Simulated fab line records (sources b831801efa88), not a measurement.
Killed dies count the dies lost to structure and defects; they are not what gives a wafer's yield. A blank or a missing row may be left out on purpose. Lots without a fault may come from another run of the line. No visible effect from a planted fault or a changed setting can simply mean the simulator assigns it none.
Chamber matching | flow sky130 | 4 sister chambers for SKY_VIA2_ETCH_15 on rie-diel-02
The step etches SiO2 in C4F8/O2/Ar, stops on TiN, target depth 546 nm, time 85.76 s. 4 wafers are shown with their chamber, then 7 later ones without.

== WAFERS, EACH WITH ITS CHAMBER ==
wafer  | chamber | oes-product-au (a.u.)
L082.5 | 2       | 0.937
L082.6 | 1       | 0.934
L083.3 | 0       | 0.932
L083.4 | 3       | 0.937

== WAFERS WITHOUT THEIR CHAMBER ==
wafer  | oes-product-au (a.u.)
L083.5 | 0.936
L094.1 | 0.933
L094.3 | 0.940
L094.4 | 0.938
L097.1 | 0.933
L097.2 | 0.937
L097.3 | 0.936

== WHICH CHAMBER EACH ONE RAN IN ==
wafer  | from the rows above          | in truth
L083.5 | can't be placed: 2 or 3 or 1 | 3
L094.1 | can't be placed: 0 or 1      | 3
L094.3 | can't be placed: 2 or 3      | 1
L094.4 | can't be placed: 2 or 3      | 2
L097.1 | can't be placed: 0 or 1      | 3
L097.2 | can't be placed: 2 or 3      | 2
L097.3 | can't be placed: 2 or 3 or 1 | 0
Correctly placed: 0 of 7. These rows do not allow placing 7 (true chamber among the candidates in 3). Placed wrongly: 0.
How it was worked out, from the rows above alone: a wafer's distance from a chamber is the root of the sum, over the readings, of the square of ((its reading less the chamber's mean) divided by the reading's scatter). The wafer belongs to the nearest chamber; if the next one is less than 2 further off, it can't be placed. Each chamber's mean is taken over the wafers shown for it. The scatter: with one shown wafer a chamber, the root of the mean of the squares of how far each hidden wafer lies from its nearest shown one.
